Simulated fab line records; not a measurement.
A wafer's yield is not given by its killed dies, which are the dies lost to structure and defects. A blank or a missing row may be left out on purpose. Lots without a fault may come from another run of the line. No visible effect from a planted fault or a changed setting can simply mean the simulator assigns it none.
fab line records	flow sky130	part 1 of 2: steps 1 to 26 of 36
record: lots: 5	wafers: 15	last-day: 50
route steps=708 shown FIELD_ISO@1 NWELL@32 DNWELL@35
lots that met no fault: from a run of the same line without faults
start-h: the number of hours between the record's first day and the start of the first shown wafer of the lot	wait-h: hours since the lot's step before	" identical to the entry in the row above	L1.1+2: one row covering several wafers at once	- no value present, or no start provided	* or withheld: withheld	< > ~ a bound
route shown NAME@n: NAME is a module with steps in the file, n the number in the route of the first one	usual: mean/standard deviation of fault-free wafers	same: alike in all rows	chamber/n: place in a boat	sites: per-site readings	_std_site: the standard deviation of these	_edge_site: the outer-site mean with the inner-site mean subtracted	radius-mm: for every site, how far away it sits from the centre of the wafer	mask NAME#n: copy n	behind: the last tool/chamber to shape the wafer	hold: the reason the lot was held/the length of the hold in hours/how it ended	device: transistor that didn't switch, given as n, p or np	end of line: the same wafers' tests at the end of the route	a step given without rows: its recipe and nothing more	killed: dies that structure and defects cost at the first sort, which is not the same as the wafer's yield	map: per-die view of a wafer (x killed, . not killed, _ where there is no die)
set.NAME: the setting that was run; set.NAME@STEP: the one run at that earlier step	model.NAME: the simulator's own value behind a step, which no gauge read
lots at selected steps of the route; one table per step, one row per wafer
services: the hour from which a tool's chamber was out of use, counted from the record's first day as start-h (under 0 if before that day), plus the number of hours and why
== steps ==
step: SKY_FIELD_ISO_BOW_MEAS_00
recipe: mode: bow
usual: INCOMING_BOW: 1/6.1
lot.wafer	tool	chamber	start-h	wait-h	INCOMING_BOW[um]
L075.2	film-metro-04	-	15.02	-	3
L075.3	"	-	"	"	10
L075.5	"	-	"	"	-2
L080.1	film-metro-01	-	40.00	-	-4
L080.3	"	-	"	"	1
L080.5	"	-	"	"	3
L093.2	film-metro-04	-	105.02	-	-7
L093.3	"	-	"	"	-1
L093.6	"	-	"	"	-5
L096.1	film-metro-04	-	120.00	-	6
L096.2	"	-	"	"	-7
L096.6	"	-	"	"	-15
L097.3	film-metro-04	-	125.04	-	7
L097.4	"	-	"	"	-5
L097.5	"	-	"	"	14
step: SKY_FIELD_ISO_OXIDATION_01
recipe: temp-c: 900	ambient: O2	stabilise-s: 600	purge-s: 300	target-thk-a: 120	ox-time-s: 1843
usual: spike-tc-lower-C: 898.2/0.95	spike-tc-top-C: 911.6/1.1
same: purge-s: 300
lot.wafer	tool	chamber	start-h	wait-h	spike-tc-lower-C	spike-tc-top-C
L075.2	furnace-01	0	16.27	1.2	899.9	915.0
L075.3	"	0	"	"	898.5	911.5
L075.5	"	0	"	"	898.0	912.6
L080.1	furnace-02	0	40.52	0.5	898.6	911.2
L080.3	"	0	"	"	899.5	910.3
L080.5	"	0	"	"	896.7	910.6
L093.2	furnace-02	0	105.48	0.4	897.5	911.1
L093.3	"	0	"	"	899.2	910.5
L093.6	"	0	"	"	897.2	913.5
L096.1	furnace-02	0	121.02	1.0	898.6	910.9
L096.2	"	0	"	"	898.3	911.6
L096.6	"	0	"	"	899.1	911.4
L097.3	furnace-02	0	128.18	3.1	899.5	912.0
L097.4	"	0	"	"	897.4	911.6
L097.5	"	0	"	"	898.7	910.2
step: SKY_FIELD_ISO_THK_MEAS_02
recipe: reads: SiO2_of_FIELD_ISO_OXIDATION_01
usual: FIELD_ISO_OXIDATION_00_THK: 12.08/0.25
lot.wafer	tool	chamber	start-h	wait-h	FIELD_ISO_OXIDATION_00_THK[nm]
L075.2	film-metro-01	-	17.79	0.0	12.00
L075.3	"	-	"	"	12.06
L075.5	"	-	"	"	12.21
L080.1	film-metro-02	-	42.03	0.0	11.56
L080.3	"	-	"	"	11.68
L080.5	"	-	"	"	11.94
L093.2	film-metro-02	-	107.00	0.0	12.25
L093.3	"	-	"	"	12.25
L093.6	"	-	"	"	12.10
L096.1	film-metro-01	-	122.53	0.0	12.22
L096.2	"	-	"	"	11.94
L096.6	"	-	"	"	12.05
L097.3	film-metro-04	-	129.71	0.0	12.19
L097.4	"	-	"	"	12.19
L097.5	"	-	"	"	12.19
step: SKY_FIELD_ISO_CVD_03
recipe: material: Si3N4	precursor: DCS/NH3	target-thk-nm: 165	temp-c: 770	time-s: 2830	pressure-mtorr: 250
usual: pressure-mtorr: 249.9/0.46	spike-tc-lower-C: 769.8/1.3	spike-tc-top-C: 787/3.5
lot.wafer	tool	chamber	start-h	wait-h	pressure-mtorr	spike-tc-lower-C	spike-tc-top-C
L075.2	lpcvd-02	1	18.31	0.5	249.7	768.2	783
L075.3	"	1	"	"	249.8	769.6	783
L075.5	"	1	"	"	249.3	767.5	784
L080.1	lpcvd-02	0	43.22	1.2	249.5	768.7	790
L080.3	"	0	"	"	249.8	771.2	788
L080.5	"	0	"	"	250.0	770.1	789
L093.2	lpcvd-02	0	107.05	0.0	249.3	771.3	789
L093.3	"	0	"	"	250.3	771.4	789
L093.6	"	0	"	"	249.9	771.0	789
L096.1	lpcvd-02	0	123.21	0.7	249.8	771.8	791
L096.2	"	0	"	"	249.8	770.6	790
L096.6	"	0	"	"	250.4	768.4	790
L097.3	lpcvd-02	0	129.75	0.0	249.6	770.3	789
L097.4	"	0	"	"	249.9	770.0	788
L097.5	"	0	"	"	249.7	770.8	787
step: SKY_FIELD_ISO_THK_MEAS_04
recipe: reads: Si3N4_of_FIELD_ISO_CVD_03
usual: FIELD_ISO_CVD_03_THK: 164.7/1.3
lot.wafer	tool	chamber	start-h	wait-h	FIELD_ISO_CVD_03_THK[nm]
L075.2	film-metro-02	-	20.11	0.0	165.1
L075.3	"	-	"	"	166.6
L075.5	"	-	"	"	164.4
L080.1	film-metro-04	-	45.05	0.0	165.6
L080.3	"	-	"	"	164.5
L080.5	"	-	"	"	163.1
L093.2	film-metro-02	-	108.85	0.0	166.3
L093.3	"	-	"	"	166.4
L093.6	"	-	"	"	165.7
L096.1	film-metro-02	-	125.00	0.0	166.7
L096.2	"	-	"	"	166.6
L096.6	"	-	"	"	166.5
L097.3	film-metro-04	-	131.55	0.0	163.8
L097.4	"	-	"	"	164.5
L097.5	"	-	"	"	163.9
step: SKY_FIELD_ISO_DEHYDRATE_05
recipe: temp-c: 200	time-s: 60
lot.wafer	tool	chamber	start-h	wait-h
L075.2+3+5	litho-track-03	0	26.42	6.3
L080.1+3+5	litho-track-03	0	51.50	6.4
L093.2+3+6	litho-track-04	0	117.91	9.1
L096.1+2+6	litho-track-03	0	134.35	9.3
L097.3+4+5	litho-track-02	0	140.17	8.6
step: SKY_FIELD_ISO_HMDS_06
recipe: prime-time-s: 60	prime-temp-c: 120
lot.wafer	tool	chamber	start-h	wait-h
L075.2+3+5	litho-track-03	0	26.57	0.1
L080.1+3+5	litho-track-03	0	51.65	0.1
L093.2+3+6	litho-track-04	0	118.06	0.1
L096.1+2+6	litho-track-03	0	134.50	0.1
L097.3+4+5	litho-track-02	0	140.32	0.1
step: SKY_FIELD_ISO_COAT_07
recipe: resist: BARC	temp-c: withheld	time-s: withheld	spin-rpm: 3000	resist-thk-nm: 60
lot.wafer	tool	chamber	start-h	wait-h
L075.2+3+5	litho-track-03	0	26.72	0.1
L080.1+3+5	litho-track-03	0	51.80	0.1
L093.2+3+6	litho-track-04	0	118.21	0.1
L096.1+2+6	litho-track-03	0	134.65	0.1
L097.3+4+5	litho-track-02	0	140.47	0.1
step: SKY_FIELD_ISO_COAT_08
recipe: resist: KrF-thick	spin-rpm: 3000	resist-thk-nm: 450
lot.wafer	tool	chamber	start-h	wait-h
L075.2+3+5	litho-track-03	0	-	-
L080.1+3+5	litho-track-03	0	-	-
L093.2+3+6	litho-track-04	0	-	-
L096.1+2+6	litho-track-03	0	-	-
L097.3+4+5	litho-track-02	0	-	-
step: SKY_FIELD_ISO_SOFTBAKE_09
recipe: temp-c: 100	time-s: 90	resist: KrF-thick
lot.wafer	tool	chamber	start-h	wait-h
L075.2+3+5	litho-track-03	0	-	-
L080.1+3+5	litho-track-03	0	-	-
L093.2+3+6	litho-track-04	0	-	-
L096.1+2+6	litho-track-03	0	-	-
L097.3+4+5	litho-track-02	0	-	-
step: SKY_FIELD_ISO_EXPOSE_10
recipe: mask-id: FOM	na: 0.68	source-shape: annular	sigma-inner: 0.4	sigma-outer: 0.8	target-cd-nm: 150	dose-mj: 28
same: sigma-outer: 0.8
lot.wafer	tool	chamber	start-h	wait-h	mask
L075.2+3+5	krf-scanner-01	0	-	-	FOM#0
L080.1+3+5	krf-scanner-01	0	-	-	FOM#0
L093.2+3+6	krf-scanner-02	0	-	-	FOM#0
L096.1+2+6	krf-scanner-01	0	-	-	FOM#0
L097.3+4+5	krf-scanner-02	0	-	-	FOM#0
step: SKY_FIELD_ISO_PEB_11
recipe: peb-temp-c: withheld	peb-time-s: withheld	resist: KrF-thick
lot.wafer	tool	chamber	start-h	wait-h
L075.2+3+5	litho-track-02	0	-	-
L080.1+3+5	litho-track-03	0	-	-
L093.2+3+6	litho-track-04	0	-	-
L096.1+2+6	litho-track-03	0	-	-
L097.3+4+5	litho-track-03	0	-	-
step: SKY_FIELD_ISO_DEVELOP_12
recipe: develop-time-s: 60	resist: KrF-thick	dev-temp-c: 21
lot.wafer	tool	chamber	start-h	wait-h
L075.2+3+5	litho-track-02	0	-	-
L080.1+3+5	litho-track-03	0	-	-
L093.2+3+6	litho-track-04	0	-	-
L096.1+2+6	litho-track-03	0	-	-
L097.3+4+5	litho-track-03	0	-	-
step: SKY_FIELD_ISO_CD_MEAS_13
recipe: target-cd-nm: 150
usual: cd-nm: 149.7/1.3
lot.wafer	tool	chamber	start-h	wait-h	cd-nm
L075.2	cd-sem-01	-	34.04	-	148.7
L075.3	"	-	"	"	148.0
L075.5	"	-	"	"	147.4
L080.1	cd-sem-02	-	60.10	-	148.4
L080.3	"	-	"	"	148.9
L080.5	"	-	"	"	150.4
L093.2	cd-sem-02	-	127.46	-	150.2
L093.3	"	-	"	"	149.6
L093.6	"	-	"	"	149.9
L096.1	cd-sem-01	-	144.20	-	149.8
L096.2	"	-	"	"	150.7
L096.6	"	-	"	"	150.3
L097.3	cd-sem-01	-	149.89	-	150.5
L097.4	"	-	"	"	151.2
L097.5	"	-	"	"	151.0
step: SKY_FIELD_ISO_ETCH_14
recipe: chemistry: N2/H2	target: BARC	ion-energy-ev: 200	source-w: 500	bias-w: 100	pressure-mtorr: 30	n2-flow-sccm: 100	h2-flow-sccm: 200	stop-on: SiO2	time-s: 45.9	target-depth-a: 600
usual: drypump-motor-current-A: 5.66/0.27	oes-product-au: 0.856/0.0046	throttle-valve-pct: 13.224/0.0079
lot.wafer	tool	chamber	start-h	wait-h	drypump-motor-current-A	oes-product-au	rf-hours-counter-h	throttle-valve-pct
L075.2	rie-diel-02	0	34.14	0.1	5.59	0.858	146	13.227
L075.3	"	3	"	"	5.79	0.846	112	13.230
L075.5	"	3	"	"	5.80	0.856	-	13.220
L080.1	rie-diel-01	1	60.22	0.1	5.13	0.850	102	13.217
L080.3	"	0	"	"	5.35	0.857	0	13.217
L080.5	"	1	"	"	5.15	0.861	-	13.233
L093.2	rie-diel-04	2	127.56	0.1	5.71	0.859	3	13.222
L093.3	"	1	"	"	5.85	0.859	42	13.224
L093.6	"	3	"	"	5.37	0.850	-	13.205
L096.1	rie-diel-04	3	144.32	0.1	5.35	0.865	67	13.229
L096.2	"	2	"	"	5.69	0.851	3	13.227
L096.6	"	0	"	"	6.10	0.851	-	13.232
L097.3	rie-diel-04	1	149.97	0.1	5.84	0.854	42	13.220
L097.4	"	3	"	"	5.34	0.854	67	13.237
L097.5	"	3	"	"	5.37	0.848	-	13.224
step: SKY_FIELD_ISO_ETCH_15
recipe: chemistry: CHF3/O2	target-depth-nm: 180	stop-on: Si	source-w: 600	bias-w: 200	pressure-mtorr: 40	chf3-flow-sccm: 50	O2_flow_sccm: 5	time-s: 72
usual: O2_flow_sccm: 5.002/0.015	chf3-flow-sccm: 49.98/0.14	drypump-motor-current-A: 5.65/0.27	oes-product-au: 0.944/0.0058	throttle-valve-pct: 8.844/0.01
lot.wafer	tool	chamber	start-h	wait-h	O2_flow_sccm	chf3-flow-sccm	drypump-motor-current-A	oes-product-au	rf-hours-counter-h	throttle-valve-pct
L075.2	rie-diel-02	0	34.19	0.0	4.983	50.17	5.56	0.949	146	8.839
L075.3	"	3	"	"	5.007	49.96	5.80	0.952	112	8.854
L075.5	"	3	"	"	5.007	49.99	5.82	0.946	-	8.840
L080.1	rie-diel-01	1	60.26	0.0	4.987	49.99	5.15	0.942	102	8.821
L080.3	"	0	"	"	5.004	49.73	5.32	0.939	0	8.840
L080.5	"	1	"	"	4.995	50.19	5.14	0.936	-	8.822
L093.2	rie-diel-04	2	127.60	0.0	5.003	49.88	5.72	0.947	3	8.851
L093.3	"	1	"	"	5.001	49.97	5.89	0.947	42	8.867
L093.6	"	3	"	"	4.978	50.12	5.33	0.948	-	8.846
L096.1	rie-diel-04	3	144.36	0.0	4.987	49.72	5.35	0.948	67	8.834
L096.2	"	2	"	"	4.987	49.90	5.72	0.948	3	8.850
L096.6	"	0	"	"	5.020	49.96	6.06	0.954	-	8.830
L097.3	rie-diel-04	1	150.01	0.0	5.005	50.13	5.86	0.933	42	8.818
L097.4	"	3	"	"	5.021	50.01	5.34	0.944	67	8.849
L097.5	"	3	"	"	5.029	50.00	5.34	0.945	-	8.838
step: SKY_FIELD_ISO_STRIP_16
recipe: chemistry: O2/N2	power-w: 1400	pressure-mtorr: 1500	platen-temp-c: withheld	o2-flow-sccm: 3000	n2-flow-sccm: 300	overash-fraction: 0.5
usual: drypump-motor-current-A: 5.9/0.46	oes-product-au: 0.378/0.0041	strip-time-to-endpoint-s: 3.57/0.035
lot.wafer	tool	chamber	start-h	wait-h	drypump-motor-current-A	oes-product-au	rf-hours-counter-h	strip-time-to-endpoint-s
L075.2	plasma-asher-04	1	34.24	0.0	6.3	0.378	36	3.57
L075.3	"	0	"	"	6.1	0.381	-	3.62
L075.5	"	1	"	"	6.3	0.375	-	3.60
L080.1	plasma-asher-03	1	60.32	0.0	5.9	0.377	40	3.47
L080.3	"	0	"	"	5.7	0.375	-	3.52
L080.5	"	1	"	"	5.9	0.372	-	3.49
L093.2	plasma-asher-03	1	127.66	0.0	5.9	0.389	46	3.59
L093.3	"	0	"	"	5.7	0.378	-	3.55
L093.6	"	0	"	"	5.7	0.374	-	3.63
L096.1	plasma-asher-03	0	144.42	0.0	5.7	0.383	48	3.56
L096.2	"	1	"	"	5.9	0.376	48	3.57
L096.6	"	1	"	"	5.9	0.378	-	3.54
L097.3	plasma-asher-04	0	150.10	0.1	6.1	0.376	-	3.53
L097.4	"	1	"	"	6.3	0.376	-	3.55
L097.5	"	1	"	"	6.2	0.384	-	3.58
step: SKY_FIELD_ISO_ETCH_17
recipe: target-depth-a: 3420	mask-material: Si3N4	chemistry: HBr/Cl2/O2	target: Si	taper-deg: 5	icp-w: 600	bias-w: 150	pressure-mtorr: 15	HBr_flow_sccm: 150	Cl2_flow_sccm: 40	O2_flow_sccm: 6	time-s: 97.7
usual: O2_flow_sccm: 6.000/0.017	drypump-motor-current-A: 5.7/0.7	mfc-cl2-sccm: 40.00/0.12	oes-product-au: 1.006/0.0085	throttle-valve-pct: 25.653/0.01
lot.wafer	tool	chamber	start-h	wait-h	O2_flow_sccm	drypump-motor-current-A	mfc-cl2-sccm	oes-product-au	rf-hours-counter-h	throttle-valve-pct
L075.2	rie-si-01	1	34.34	0.1	5.972	6.3	40.11	1.005	3	25.666
L075.3	"	0	"	"	5.996	5.2	40.16	1.019	99	25.638
L075.5	"	0	"	"	6.005	5.2	40.12	1.004	-	25.635
L080.1	rie-si-01	3	60.42	0.1	6.012	4.9	40.07	1.006	52	25.653
L080.3	"	0	"	"	6.017	5.2	40.05	1.004	99	25.652
L080.5	"	0	"	"	6.000	5.2	40.00	1.000	-	25.668
L093.2	rie-si-01	3	127.76	0.1	6.013	4.9	39.98	1.013	52	25.659
L093.3	"	0	"	"	6.018	5.1	40.01	1.001	100	25.658
L093.6	"	3	"	"	6.010	4.9	39.97	1.021	-	25.644
L096.1	rie-si-02	0	144.52	0.1	6.017	5.2	40.07	1.015	38	25.645
L096.2	"	3	"	"	5.990	5.3	39.87	1.001	0	25.654
L096.6	"	1	"	"	5.997	6.6	40.21	1.003	-	25.659
L097.3	rie-si-01	0	150.17	0.0	6.016	5.2	39.94	1.002	100	25.658
L097.4	"	1	"	"	5.991	6.3	40.13	1.011	4	25.653
L097.5	"	3	"	"	5.998	4.9	39.88	1.009	-	25.642
step: SKY_FIELD_ISO_WET_ETCH_18
recipe: chemistry: H3PO4	target-depth-nm: 25	temp-c: 160	target: Si3N4	time-s: 286
usual: temp-c: 159.98/0.16
lot.wafer	tool	chamber	start-h	wait-h	temp-c
L075.2	wet-bench-03	1	34.41	0.0	159.99
L075.3	"	1	"	"	159.95
L075.5	"	1	"	"	160.14
L080.1	wet-bench-03	0	60.52	0.1	160.00
L080.3	"	0	"	"	159.95
L080.5	"	0	"	"	159.90
L093.2	wet-bench-04	3	127.83	0.0	159.63
L093.3	"	3	"	"	159.82
L093.6	"	3	"	"	160.01
L096.1	wet-bench-03	1	144.59	0.0	159.91
L096.2	"	1	"	"	159.92
L096.6	"	1	"	"	160.16
L097.3	wet-bench-03	1	150.24	0.0	159.91
L097.4	"	1	"	"	159.93
L097.5	"	1	"	"	160.04
step: SKY_FIELD_ISO_CLEAN_19
recipe: chemistry: SC1/SC2	mix: 1:4:20	temp-c: 70	time-s: 150
usual: temp-c: 70.00/0.12
lot.wafer	tool	chamber	start-h	wait-h	temp-c
L075.2	wet-bench-04	3	34.50	0.0	70.05
L075.3	"	3	"	"	69.95
L075.5	"	3	"	"	70.07
L080.1	wet-bench-04	2	60.62	0.0	70.01
L080.3	"	2	"	"	69.96
L080.5	"	2	"	"	69.71
L093.2	wet-bench-03	3	127.93	0.0	70.18
L093.3	"	3	"	"	70.02
L093.6	"	3	"	"	70.05
L096.1	wet-bench-03	1	144.68	0.0	70.00
L096.2	"	1	"	"	69.88
L096.6	"	1	"	"	70.00
L097.3	wet-bench-01	2	150.32	0.0	69.80
L097.4	"	2	"	"	69.97
L097.5	"	2	"	"	69.86
step: SKY_FIELD_ISO_CLEAN_20
recipe: chemistry: dHF	time-s: 20	dilution: 100:1
lot.wafer	tool	chamber	start-h	wait-h
L075.2+3+5	wet-bench-03	3	34.56	0.0
L080.1+3+5	wet-bench-01	0	60.67	0.0
L093.2+3+6	wet-bench-01	2	127.98	0.0
L096.1+2+6	wet-bench-03	0	144.74	0.0
L097.3+4+5	wet-bench-03	0	150.38	0.0
step: SKY_FIELD_ISO_WET_ETCH_21
recipe: chemistry: dHF	dilution: 100:1	target-depth-nm: 20	dry: ipa-marangoni	target: SiO2	temp-c: 25	time-s: 400
usual: temp-c: 24.99/0.095
lot.wafer	tool	chamber	start-h	wait-h	temp-c
L075.2	wet-bench-04	2	34.57	0.0	24.97
L075.3	"	2	"	"	24.92
L075.5	"	2	"	"	24.87
L080.1	wet-bench-04	3	60.68	0.0	24.94
L080.3	"	3	"	"	24.94
L080.5	"	3	"	"	24.96
L093.2	wet-bench-04	0	127.99	0.0	24.90
L093.3	"	0	"	"	24.89
L093.6	"	0	"	"	24.95
L096.1	wet-bench-03	2	144.75	0.0	24.87
L096.2	"	2	"	"	25.05
L096.6	"	2	"	"	25.07
L097.3	wet-bench-04	1	150.39	0.0	25.10
L097.4	"	1	"	"	25.03
L097.5	"	1	"	"	25.05
step: SKY_FIELD_ISO_OXIDATION_22
recipe: temp-c: 950	ambient: O2	stabilise-s: 600	purge-s: 300	target-thk-a: 100	ox-time-s: 623
usual: spike-tc-lower-C: 948.2/1	spike-tc-top-C: 961.3/1.1
same: purge-s: 300
lot.wafer	tool	chamber	start-h	wait-h	spike-tc-lower-C	spike-tc-top-C
L075.2	furnace-01	0	36.18	1.5	948.8	961.2
L075.3	"	0	"	"	947.4	959.8
L075.5	"	0	"	"	949.3	963.3
L080.1	furnace-01	0	63.76	3.0	947.3	960.5
L080.3	"	0	"	"	948.4	961.9
L080.5	"	0	"	"	947.7	962.0
L093.2	furnace-02	0	129.69	1.6	948.4	959.6
L093.3	"	0	"	"	948.2	959.3
L093.6	"	0	"	"	947.2	960.2
L096.1	furnace-02	0	144.88	0.0	949.3	961.0
L096.2	"	0	"	"	948.2	961.5
L096.6	"	0	"	"	950.0	961.7
L097.3	furnace-01	0	151.49	1.0	946.3	961.8
L097.4	"	0	"	"	947.4	962.0
L097.5	"	0	"	"	948.8	961.8
step: SKY_FIELD_ISO_THK_MEAS_23
recipe: reads: SiO2_of_FIELD_ISO_OXIDATION_22
usual: FIELD_ISO_OXIDATION_01_THK: 10.05/0.18
lot.wafer	tool	chamber	start-h	wait-h	FIELD_ISO_OXIDATION_01_THK[nm]
L075.2	film-metro-04	-	37.36	0.0	10.13
L075.3	"	-	"	"	10.08
L075.5	"	-	"	"	10.13
L080.1	film-metro-02	-	64.93	0.0	10.18
L080.3	"	-	"	"	10.20
L080.5	"	-	"	"	10.34
L093.2	film-metro-04	-	130.87	0.0	9.84
L093.3	"	-	"	"	10.07
L093.6	"	-	"	"	9.87
L096.1	film-metro-04	-	146.06	0.0	10.20
L096.2	"	-	"	"	10.11
L096.6	"	-	"	"	10.17
L097.3	film-metro-04	-	152.69	0.0	9.88
L097.4	"	-	"	"	9.61
L097.5	"	-	"	"	9.70
step: SKY_FIELD_ISO_CVD_24
recipe: material: SiO2	target-thk-nm: 595	temp-c: 650	sigma-open-frac: 0.3	time-s: 99.2	sih4-flow-sccm: 60	pressure-mtorr: 6
usual: pressure-mtorr: 6.002/0.012
lot.wafer	tool	chamber	start-h	wait-h	pressure-mtorr
L075.2	hdpcvd-02	2	37.41	0.0	6.016
L075.3	"	1	"	"	6.000
L075.5	"	1	"	"	5.983
L080.1	hdpcvd-02	2	64.99	0.1	5.998
L080.3	"	0	"	"	6.002
L080.5	"	1	"	"	6.000
L093.2	hdpcvd-02	2	130.92	0.0	6.014
L093.3	"	0	"	"	6.012
L093.6	"	0	"	"	5.999
L096.1	hdpcvd-01	0	146.12	0.1	6.014
L096.2	"	1	"	"	5.997
L096.6	"	0	"	"	6.006
L097.3	hdpcvd-02	0	152.73	0.0	5.978
L097.4	"	0	"	"	5.995
L097.5	"	1	"	"	6.011
step: SKY_FIELD_ISO_THK_MEAS_25
recipe: reads: SiO2_of_FIELD_ISO_CVD_24
usual: FIELD_ISO_CVD_24_THK: 595/6.5
lot.wafer	tool	chamber	start-h	wait-h	FIELD_ISO_CVD_24_THK[nm]
L075.2	film-metro-01	-	37.50	0.0	608
L075.3	"	-	"	"	604
L075.5	"	-	"	"	605
L080.1	film-metro-02	-	65.07	0.0	606
L080.3	"	-	"	"	593
L080.5	"	-	"	"	598
L093.2	film-metro-02	-	131.00	0.0	601
L093.3	"	-	"	"	592
L093.6	"	-	"	"	593
L096.1	film-metro-02	-	146.19	0.0	596
L096.2	"	-	"	"	596
L096.6	"	-	"	"	589
L097.3	film-metro-02	-	152.82	0.1	597
L097.4	"	-	"	"	598
L097.5	"	-	"	"	603
